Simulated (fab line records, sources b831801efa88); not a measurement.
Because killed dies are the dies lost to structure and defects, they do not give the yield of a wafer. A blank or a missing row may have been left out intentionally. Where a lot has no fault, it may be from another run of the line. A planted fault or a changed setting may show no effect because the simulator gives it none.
Chamber matching	flow gf180mcu	GF_V1_CMP_26 on cmp-02: 4 sister chambers
The step polishes, stops on SiO2, t overpolish 15 s, target thk 0 nm. 8 wafers are shown with their chamber, then 12 later ones without.

WAFERS WITH THEIR CHAMBER
wafer	chamber	motorCurrentA (A)	timeToEndpointS (s)
L093.3	3	10.8	77
L093.5	0	11.1	81
L094.1	2	13.4	83
L094.2	3	10.8	78
L094.4	1	10.2	88
L094.3	0	12.5	77
L094.5	2	13.3	82
L094.6	1	9.8	80

WAFERS WHOSE CHAMBER IS MISSING
wafer	motorCurrentA (A)	timeToEndpointS (s)
L095.4	10.2	81
L095.5	9.9	83
L095.6	12.7	80
L095.1	14.0	80
L095.2	11.0	82
L095.3	11.6	84
L096.2	9.0	81
L096.4	13.0	84
L096.6	12.7	87
L097.2	10.3	80
L097.4	12.3	82
L097.5	14.7	78

EACH ONE'S CHAMBER
wafer	from the rows above	in truth
L095.4	can't be placed: 1 or 3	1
L095.5	1	1
L095.6	can't be placed: 2 or 0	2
L095.1	2	2
L095.2	can't be placed: 3 or 0 or 1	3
L095.3	can't be placed: 0 or 3 or 1 or 2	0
L096.2	can't be placed: 1 or 3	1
L096.4	can't be placed: 2 or 0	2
L096.6	can't be placed: 2 or 0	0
L097.2	can't be placed: 3 or 1 or 0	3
L097.4	can't be placed: 0 or 2 or 3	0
L097.5	2	2
Correctly placed: 3 of 12. Can't be placed from these rows: 9 (the true chamber is among the candidates in 9). 0 placed wrongly.
How it was worked out, from the rows above alone: a wafer's distance from a chamber is the root of the sum, over the readings, of the square of ((its reading less the chamber's mean) divided by the reading's scatter). If the next closest chamber is less than 2 further off than the closest, the wafer can't be placed; otherwise it belongs to the closest. Each chamber's mean is taken over the wafers shown for it. The scatter: the root of (the sum of the squares of (reading less its chamber's mean) over the shown wafers, divided by (wafers less chambers)).
